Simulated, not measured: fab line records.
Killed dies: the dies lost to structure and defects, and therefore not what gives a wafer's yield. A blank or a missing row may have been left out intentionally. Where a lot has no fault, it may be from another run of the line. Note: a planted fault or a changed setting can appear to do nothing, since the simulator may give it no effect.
Which tool was responsible? :: flow gf180mcu :: 13 lots, 39 wafers sampled, at 3 steps of a route of 602

## WHAT EACH GAUGE READ, for each wafer
GF_M4_RS_MEAS_05: the measuring method here is four-point-probe. Usual: M4_ALCU_RS typically reads 0.0692 ohm/sq, with standard deviation 0.0008.
lot: L980
measured: day 23 17:08
on: film-metro-02
M4_ALCU_RS (ohm/sq): 0.0681 0.0681 0.0684
flag: 

lot: L981
measured: day 23 20:36
on: film-metro-01
M4_ALCU_RS (ohm/sq): 0.0687 0.0683 0.0684
flag: 

lot: L982
measured: day 24 03:03
on: film-metro-02
M4_ALCU_RS (ohm/sq): 0.0698 0.0697 0.0701
flag: 

lot: L983
measured: day 24 08:35
on: film-metro-01
M4_ALCU_RS (ohm/sq): 0.0697 0.0688 0.0684
flag: 

lot: L984
measured: day 24 15:53
on: film-metro-02
M4_ALCU_RS (ohm/sq): 0.0688 0.0703 0.0684
flag: 

lot: L987
measured: day 25 21:16
on: film-metro-02
M4_ALCU_RS (ohm/sq): 0.0696 0.0681 0.0702
flag: 

lot: L986
measured: day 25 22:43
on: film-metro-02
M4_ALCU_RS (ohm/sq): 0.0693 0.0686 0.0695
flag: 

lot: L992
measured: day 27 09:03
on: film-metro-01
M4_ALCU_RS (ohm/sq): 0.0694 0.0688 0.0679
flag: 

lot: L994
measured: day 27 17:52
on: film-metro-04
M4_ALCU_RS (ohm/sq): 0.0703 0.0692 0.0704
flag: 

lot: L996
measured: day 28 20:49
on: film-metro-01
M4_ALCU_RS (ohm/sq): 0.0692 0.0696 0.0704
flag: 

lot: L997
measured: day 29 00:25
on: film-metro-04
M4_ALCU_RS (ohm/sq): 0.0686 0.0680 0.0687
flag: 

lot: L998
measured: day 29 05:22
on: film-metro-04
M4_ALCU_RS (ohm/sq): 0.0683 0.0683 0.0684
flag: 

lot: L100
measured: day 29 12:18
on: film-metro-02
M4_ALCU_RS (ohm/sq): 0.0708 0.0707 0.0702
flag: 

## WHAT TOOL EACH LOT RAN ON (gives the tool, then ch and the chambers of the sampled wafers, and finally the start)
lot: L980
GF_M4_SPUTTER_02: pvd-sputter-03, day 23 17:02
GF_M4_SPUTTER_03: pvd-sputter-03, day 23 17:04

lot: L981
GF_M4_SPUTTER_02: pvd-sputter-02, day 23 20:29
GF_M4_SPUTTER_03: pvd-sputter-02, day 23 20:31

lot: L982
GF_M4_SPUTTER_02: pvd-sputter-02, day 24 02:58
GF_M4_SPUTTER_03: pvd-sputter-02, day 24 02:59

lot: L983
GF_M4_SPUTTER_02: pvd-sputter-03, day 24 08:29
GF_M4_SPUTTER_03: pvd-sputter-03, day 24 08:31

lot: L984
GF_M4_SPUTTER_02: pvd-sputter-03, day 24 15:48
GF_M4_SPUTTER_03: pvd-sputter-03, day 24 15:50

lot: L987
GF_M4_SPUTTER_02: pvd-sputter-03, day 25 21:10
GF_M4_SPUTTER_03: pvd-sputter-03, day 25 21:12

lot: L986
GF_M4_SPUTTER_02: pvd-sputter-02, day 25 22:37
GF_M4_SPUTTER_03: pvd-sputter-02, day 25 22:38

lot: L992
GF_M4_SPUTTER_02: pvd-sputter-03, day 27 08:58
GF_M4_SPUTTER_03: pvd-sputter-03, day 27 08:59

lot: L994
GF_M4_SPUTTER_02: pvd-sputter-02, day 27 17:46
GF_M4_SPUTTER_03: pvd-sputter-02, day 27 17:48

lot: L996
GF_M4_SPUTTER_02: pvd-sputter-02, day 28 20:42
GF_M4_SPUTTER_03: pvd-sputter-02, day 28 20:44

lot: L997
GF_M4_SPUTTER_02: pvd-sputter-01, day 29 00:17
GF_M4_SPUTTER_03: pvd-sputter-01, day 29 00:19

lot: L998
GF_M4_SPUTTER_02: pvd-sputter-02, day 29 05:14
GF_M4_SPUTTER_03: pvd-sputter-02, day 29 05:16

lot: L100
GF_M4_SPUTTER_02: pvd-sputter-01, day 29 12:13
GF_M4_SPUTTER_03: pvd-sputter-01, day 29 12:14
- GF_M4_SPUTTER_02: material AlCu, target thk 450 nm, time 23.9 s.
- GF_M4_SPUTTER_03: material Ti, target thk 10 nm, time 6.7 s.

## WHAT THE TOOLS THEMSELVES READ (means of the sampled wafers that have a number; where no wafer has one, the mark that the record gives instead)
GF_M4_SPUTTER_02. Usual: chamber-pressure-pa 0.3999 Pa, standard deviation 0.0008; throttle-valve-pct 30.0 %, standard deviation 0.92.
lot: L980
tool: pvd-sputter-03
chamber-pressure-pa (Pa): 0.3998
throttle-valve-pct (%): 29.5
flag: 

lot: L981
tool: pvd-sputter-02
chamber-pressure-pa (Pa): 0.4005
throttle-valve-pct (%): 30.6
flag: 

lot: L982
tool: pvd-sputter-02
chamber-pressure-pa (Pa): 0.4007
throttle-valve-pct (%): 29.7
flag: 

lot: L983
tool: pvd-sputter-03
chamber-pressure-pa (Pa): 0.3997
throttle-valve-pct (%): 30.2
flag: 

lot: L984
tool: pvd-sputter-03
chamber-pressure-pa (Pa): 0.4006
throttle-valve-pct (%): 30.1
flag: 

lot: L987
tool: pvd-sputter-03
chamber-pressure-pa (Pa): 0.3996
throttle-valve-pct (%): 29.2
flag: 

lot: L986
tool: pvd-sputter-02
chamber-pressure-pa (Pa): 0.3993
throttle-valve-pct (%): 30.1
flag: 

lot: L992
tool: pvd-sputter-03
chamber-pressure-pa (Pa): 0.4002
throttle-valve-pct (%): 29.9
flag: 

lot: L994
tool: pvd-sputter-02
chamber-pressure-pa (Pa): 0.3998
throttle-valve-pct (%): 30.1
flag: 

lot: L996
tool: pvd-sputter-02
chamber-pressure-pa (Pa): 0.4008
throttle-valve-pct (%): 29.7
flag: 

lot: L997
tool: pvd-sputter-01
chamber-pressure-pa (Pa): 0.3999
throttle-valve-pct (%): 30.5
flag: 

lot: L998
tool: pvd-sputter-02
chamber-pressure-pa (Pa): 0.3998
throttle-valve-pct (%): 30.7
flag: 

lot: L100
tool: pvd-sputter-01
chamber-pressure-pa (Pa): 0.4008
throttle-valve-pct (%): 30.3
flag: 

GF_M4_SPUTTER_03. Usual: chamber-pressure-pa 0.3000 Pa, standard deviation 0.00058; throttle-valve-pct 30.1 %, standard deviation 0.91.
lot: L980
tool: pvd-sputter-03
chamber-pressure-pa (Pa): 0.2998
throttle-valve-pct (%): 29.6
flag: 

lot: L981
tool: pvd-sputter-02
chamber-pressure-pa (Pa): 0.3002
throttle-valve-pct (%): 30.7
flag: 

lot: L982
tool: pvd-sputter-02
chamber-pressure-pa (Pa): 0.2998
throttle-valve-pct (%): 29.7
flag: 

lot: L983
tool: pvd-sputter-03
chamber-pressure-pa (Pa): 0.2997
throttle-valve-pct (%): 30.3
flag: 

lot: L984
tool: pvd-sputter-03
chamber-pressure-pa (Pa): 0.3000
throttle-valve-pct (%): 30.2
flag: 

lot: L987
tool: pvd-sputter-03
chamber-pressure-pa (Pa): 0.2993
throttle-valve-pct (%): 29.4
flag: 

lot: L986
tool: pvd-sputter-02
chamber-pressure-pa (Pa): 0.2998
throttle-valve-pct (%): 30.1
flag: 

lot: L992
tool: pvd-sputter-03
chamber-pressure-pa (Pa): 0.2996
throttle-valve-pct (%): 30.0
flag: 

lot: L994
tool: pvd-sputter-02
chamber-pressure-pa (Pa): 0.2999
throttle-valve-pct (%): 30.1
flag: 

lot: L996
tool: pvd-sputter-02
chamber-pressure-pa (Pa): 0.3002
throttle-valve-pct (%): 29.8
flag: 

lot: L997
tool: pvd-sputter-01
chamber-pressure-pa (Pa): 0.2993
throttle-valve-pct (%): 30.3
flag: 

lot: L998
tool: pvd-sputter-02
chamber-pressure-pa (Pa): 0.2997
throttle-valve-pct (%): 30.7
flag: 

lot: L100
tool: pvd-sputter-01
chamber-pressure-pa (Pa): 0.3004
throttle-valve-pct (%): 30.2
flag: 

## THE ANSWER, worked out from the rows above alone
Rule: a lot counts as off when the mean over its wafers that have a number is more than 3 standard deviations away from the usual mean. A lot without any number at a reading at which 4 lots or more have one is off too. Any other lot the step has rows for is counted as sound. Order of review: gauges by route order, followed by the tools' own readings, for which a lot's mean as printed above is used. The first step at which some lot is off is used, and at that step the reading that is off furthest; a lot without a number counts as furthest.
No lot is off on any of the readings shown, so nothing can be concluded from this.

## WHAT THE SIMULATOR HAD PUT IN
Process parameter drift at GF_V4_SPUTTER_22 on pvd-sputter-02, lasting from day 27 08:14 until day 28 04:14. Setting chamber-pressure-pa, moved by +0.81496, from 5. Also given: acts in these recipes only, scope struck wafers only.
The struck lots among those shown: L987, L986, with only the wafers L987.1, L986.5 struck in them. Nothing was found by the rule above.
